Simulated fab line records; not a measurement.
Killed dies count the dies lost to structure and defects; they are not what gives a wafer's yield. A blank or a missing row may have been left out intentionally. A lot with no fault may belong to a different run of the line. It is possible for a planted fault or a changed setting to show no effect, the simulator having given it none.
Lot-split experiment | flow sfq_line | 23 wafers read across 5 lots, on a route 325 steps long

== SPLIT DETAILS ==
At SFQ_TRILAYER_M1_LITHO_EXPOSE_040 (exposes mask M1, target cd 500 nm), the setting dose_mj was moved away from the recipe's 14.4 on 9 of the 23 wafers read, by -6.4% to +3.7%. All remaining wafers had this setting at the recipe value.

== FROM THE SPLIT TO THE READING: what the file shows between them, 2 steps ==
- SFQ_TRILAYER_M1_LITHO_PEB_042: peb time 60 s
- SFQ_TRILAYER_M1_LITHO_DEVELOP_041: time 60 s

== THE READING ==
M1.cd_nm (the simulator's own value, which no gauge read), in nm, at SFQ_TRILAYER_M1_BARC_OPEN_METAL_ETCH_054 (etches BARC in O2, target depth 125 nm, time 41.7 s). There is no usual value for it anywhere in the file. The 14 wafers here that ran the recipe average 499.7 nm, standard deviation 2 nm.

wafer  | tool, chamber at the split | dose_mj as run | against the recipe | M1.cd_nm, nm | against lot-mates on the recipe
L078.1 | krf_scanner-02, 0          | 14.94          | +3.7%              | 493.1        | -5.6
L078.2 | krf_scanner-02, 0          | 14.4           | recipe             | 499.2        | -
L078.5 | krf_scanner-02, 0          | 14.4           | recipe             | 499.2        | -
L078.3 | krf_scanner-02, 0          | 14.94          | +3.7%              | 492.3        | -6.4
L078.6 | krf_scanner-02, 0          | 14.4           | recipe             | 497.7        | -
L080.3 | krf_scanner-02, 0          | 14.4           | recipe             | 499.9        | -
L080.4 | krf_scanner-02, 0          | 14.4           | recipe             | 499.1        | -
L080.5 | krf_scanner-02, 0          | 14.4           | recipe             | 499.1        | -
L082.1 | krf_scanner-02, 0          | 13.48          | -6.4%              | 513.3        | +9.9
L082.2 | krf_scanner-02, 0          | 13.48          | -6.4%              | 513.8        | +10.4
L082.3 | krf_scanner-02, 0          | 14.4           | recipe             | 503.7        | -
L082.5 | krf_scanner-02, 0          | 14.4           | recipe             | 503.1        | -
L082.6 | krf_scanner-02, 0          | 13.48          | -6.4%              | 513.5        | +10.1
L083.1 | krf_scanner-02, 0          | 14.4           | recipe             | 496.9        | -
L083.3 | krf_scanner-02, 0          | 14.83          | +3.0%              | 494.3        | -3.5
L083.4 | krf_scanner-02, 0          | 14.83          | +3.0%              | 491.3        | -6.5
L083.5 | krf_scanner-02, 0          | 14.4           | recipe             | 499.8        | -
L083.6 | krf_scanner-02, 0          | 14.4           | recipe             | 496.6        | -
L084.1 | krf_scanner-02, 0          | 14.4           | recipe             | 500.9        | -
L084.2 | krf_scanner-02, 0          | 13.93          | -3.3%              | 506.4        | +5.8
L084.3 | krf_scanner-02, 0          | 13.93          | -3.3%              | 506.7        | +6.1
L084.4 | krf_scanner-02, 0          | 14.4           | recipe             | 501.3        | -
L084.6 | krf_scanner-02, 0          | 14.4           | recipe             | 499.7        | -

THE FIT
A straight line over all 23 wafers: M1.cd_nm changes by -2.12 nm for each +1% of dose_mj; r = -0.96; the points scatter about the line by 1.7 nm.
The same after taking each lot's own level away (the mean of its wafers on the recipe; 23 wafers): -1.62 nm for each +1%; r = -0.98; scatter 0.86 nm.
That fit puts the effect of the largest move of dose_mj on the reading at 10 nm.
The lots' own levels span 497.77 to 503.40 nm, that is 2.9 times the standard deviation above.
In other words, the slope is changed by the lot-to-lot level; the two fits disagree.
Check: for one of the wafers moved furthest among these (-6.4%), held out of the fit, the line's prediction against its lot-mates is +10.5 nm. Against them it came out at +9.9 nm.

== THESE WAFERS: OTHER SPLITS ==
Note: prior to the reading, these wafers also went through further splits. Each is held against what the fit with the lots' levels taken away leaves over:
other split on the same wafers                    | wafers away from the commonest value | r with M1.cd_nm (lot level and that fit taken away)
SFQ_TRILAYER_INCOMING_OXIDATION_002 ox_time_s     | 15                                   | +0.15
SFQ_TRILAYER_L0_VIA_LITHO_COAT_018 spin_rpm       | 10                                   | -0.01
SFQ_TRILAYER_L0_VIA_BARC_OPEN_VIA_ETCH_021 time_s | 4                                    | -0.15
SFQ_TRILAYER_M0_LITHO_PEB_024 peb_time_s          | 8                                    | -0.15
SFQ_TRILAYER_M0_ETCH_METAL_ETCH_024 time_s        | 7                                    | -0.42
SFQ_TRILAYER_I0_VIA_LITHO_COAT_031 spin_rpm       | 7                                    | +0.10
SFQ_TRILAYER_I0_VIA_LITHO_PEB_034 peb_temp_c      | 10                                   | +0.07
SFQ_TRILAYER_I0_VIA_ETCH_VIA_ETCH_034 bias_w      | 10                                   | -0.05

== FILE'S OWN FIT ==
M1.cd_nm changes by -1.63 nm for each +1% of dose_mj, r = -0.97.
